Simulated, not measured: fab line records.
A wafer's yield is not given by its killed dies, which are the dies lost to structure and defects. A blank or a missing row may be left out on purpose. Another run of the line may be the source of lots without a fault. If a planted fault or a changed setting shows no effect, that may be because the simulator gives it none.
Which tool was responsible? | flow sky130 | 14 lots (42 wafers sampled), 1 step of a 708-step route

WHAT THE GAUGES SHOWED, per wafer
The record holds no reading of a measuring or inspecting step that can be judged against a usual standard deviation.

EACH LOT AND THE TOOL THAT RAN IT (in order: tool; ch and the chambers of the sampled wafers; start)
lot  | SKY_GATE_OXIDE_OXIDATION_16
L138 | furnace-01 ch 0, day 14 07:17
L142 | furnace-01 ch 0, day 15 16:55
L143 | furnace-01 ch 0, day 16 02:16
L144 | furnace-02 ch 0, day 16 08:47
L145 | furnace-02 ch 0, day 16 14:23
L147 | furnace-01 ch 0, day 17 15:22
L149 | furnace-02 ch 0, day 18 04:13
L151 | furnace-02 ch 0, day 18 19:11
L150 | furnace-02 ch 0, day 18 21:58
L153 | furnace-02, day 19 15:13
L154 | furnace-01, day 19 21:29
L156 | furnace-02 ch 0, day 20 12:10
L160 | furnace-01 ch 0, day 22 01:56
L161 | furnace-01 ch 0, day 22 12:43
- SKY_GATE_OXIDE_OXIDATION_16: stabilise 600 s, purge 300 s, target thk 3.57 nm.

AS READ BY THE TOOLS THEMSELVES (means over the sampled wafers that have a number; for cases with no such wafer, the mark the record gives instead)
SKY_GATE_OXIDE_OXIDATION_16.
lot  | tool       | oxTempC (C) | oxTempCMax | tubeCenterTempC (C) | zonePowerUpperPct (%)
L138 | furnace-01 | 800.0       | 803.1      | 800                 | 16.6
L142 | furnace-01 | 800.5       | 803.7      | 800                 | 16.5
L143 | furnace-01 | 800.1       | 803.2      | 800                 | 16.5
L144 | furnace-02 | 800.2       | 804.1      | 800                 | 12.7
L145 | furnace-02 | 799.9       | 803.2      | 800                 | 12.7
L147 | furnace-01 | 800.4       | 803.4      | 800                 | 16.8
L149 | furnace-02 | 800.0       | 803.5      | 800                 | 12.8
L151 | furnace-02 | 800.0       | 803.3      | 800                 | 12.6
L150 | furnace-02 | 800.3       | 803.7      | 800                 | 12.8
L153 | furnace-02 | -           | -          | -                   | -
L154 | furnace-01 | -           | -          | -                   | -
L156 | furnace-02 | 800.2       | 803.3      | 800                 | 12.8
L160 | furnace-01 | 799.9       | 803.3      | 800                 | 16.7
L161 | furnace-01 | 799.9       | 803.0      | 800                 | 16.7

THE ANSWER, worked out from the rows above alone
Rule: the usual values come from the lots themselves. The widest of any qualifying gaps counts: lots, ordered by their means at a reading, are off when they make up no more than a third of the lots, leave a main group of 4 or more, and stand apart from it by 3 or more times the standard deviation of that group's means. A main group whose means are all the same, to the digits that the tables above print for the reading, isn't used. Also off: a lot with no number at a reading for which 4 or more lots have one. Where the step has rows for the other lots, those lots are counted as sound. First the gauges in route order, then the tools' own readings, where a lot's mean is used as printed above. The first step at which some lot is off is used, and at that step the reading that is off furthest; a lot without a number counts as furthest.
Off: L153, L154 (SKY_GATE_OXIDE_OXIDATION_16, oxTempC). Without a number there: L153, L154. Main group: mean 800.1 C, sd 0.2.
If a tool, at that step or one of the process steps before it, ran each lot that is off and ran no sound lot following the first of them, it fits. Not one of the candidates tried fits.

WHAT THE SIMULATOR HAD PUT IN
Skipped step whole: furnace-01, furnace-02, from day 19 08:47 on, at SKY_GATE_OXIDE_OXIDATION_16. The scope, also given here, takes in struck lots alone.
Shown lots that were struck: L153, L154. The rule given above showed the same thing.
